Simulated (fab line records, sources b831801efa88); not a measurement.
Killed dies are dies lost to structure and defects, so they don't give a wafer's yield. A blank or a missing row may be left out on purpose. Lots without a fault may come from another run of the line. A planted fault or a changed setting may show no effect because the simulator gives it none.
One fault seen from 2 desks | flow gf180mcu | each desk has only its own numbers; what lay behind them comes last

THE METROLOGY DESK
What the gauges read, lot by lot, whatever tool the lot ran on: means of the sampled wafers that have a number. A lot is out of limits, marked OUT, if its mean lies more than 4 standard deviations from the usual mean; the brackets give that distance.
Columns: A = LVPWELL_OVL at GF_LVPWELL_OVL_MEAS_07, usual -0.3 nm; B = VT_IMPLANT_01_OVL at GF_VT_IMPLANT_OVL_MEAS_18, usual -0.8 nm; C = SAB_CVD_00_THK at GF_SAB_THK_MEAS_01, usual 50.0 nm; D = M4_ALCU_RS at GF_M4_RS_MEAS_05, usual 0.0698 ohm/sq
lot  | first seen here | A    | B    | C               | D
L619 | day 3 20:20     | -0.3 | 0.1  | 50.2            | 0.0702
L621 | day 4 08:20     | 1.1  | -0.6 | 49.6            | 0.0699
L622 | day 4 13:47     | -2.0 | -2.4 | 49.6            | 0.0694
L623 | day 4 19:51     | -0.3 | -0.6 | 50.1            | 0.0700
L624 | day 5 04:09     | -1.6 | -0.7 | 50.1            | 0.0695
L625 | day 5 08:37     | -0.8 | -0.4 | 50.6            | 0.0694
L626 | day 5 13:47     | 0.4  | -0.8 | 50.8            | 0.0696
L627 | day 5 19:53     | 0.2  | -0.1 | 50.3            | 0.0692
L632 | day 6 20:17     | 0.5  | 0.3  | 45.4 (-6.1) OUT | 0.0693
L633 | day 7 08:51     | -3.0 | -1.1 | 47.8            | 0.0705
L638 | day 8 10:52     | -1.1 | -0.5 | 49.7            | 0.0702
L640 | day 8 20:14     | 0.4  | -0.8 | 49.1            | 0.0702
L641 | day 9 00:29     | 1.6  | -0.6 | 49.4            | 0.0698
L642 | day 9 05:34     | -0.5 | -0.0 | 49.2            | 0.0711
This desk's finding: out of limits on L632; first on L632, day 18 18:49 (SAB_CVD_00_THK at GF_SAB_THK_MEAS_01). In limits: L619, L621, L622, L623, L624, L625, L626, L627, L633, L638, L640, L641, L642.

THE TOOL OWNER'S DESK: pecvd-04
The tool's own readings at GF_SAB_CVD_00 (deposits SiO2 from TEOS, target thk 50 nm, time 4.9302 s): means of the sampled wafers that have a number, for each lot that ran on this tool. A lot is out of limits, marked OUT, if its mean lies more than 4 standard deviations from the usual mean; the brackets give that distance.
Columns: A = heater_power_w at GF_SAB_CVD_00, usual 635 W
lot  | first seen here | A
L622 | day 15 12:31    | 641
L623 | day 16 02:16    | 573
L625 | day 16 10:17    | 567
L626 | day 16 18:41    | 575
L632 | day 18 18:48    | 565
L633 | day 19 12:14    | 601
This desk's finding: nothing out of limits on any of the 6 lots.

PUT TOGETHER
The metrology desk could have raised an alarm at day 18 18:49, on L632.
The tool owner's desk saw nothing out of limits.
The tool owner's desk has L632 on record, within its limits.
Of the lots named, all ran GF_SAB_CVD_00 on pecvd-04.

WHAT THE SIMULATOR HAD PUT IN
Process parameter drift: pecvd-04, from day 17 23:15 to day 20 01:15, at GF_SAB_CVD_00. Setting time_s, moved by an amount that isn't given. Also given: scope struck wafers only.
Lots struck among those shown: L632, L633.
Hours from the fault's start to each desk's first reading out of limits: the metrology desk, 20.
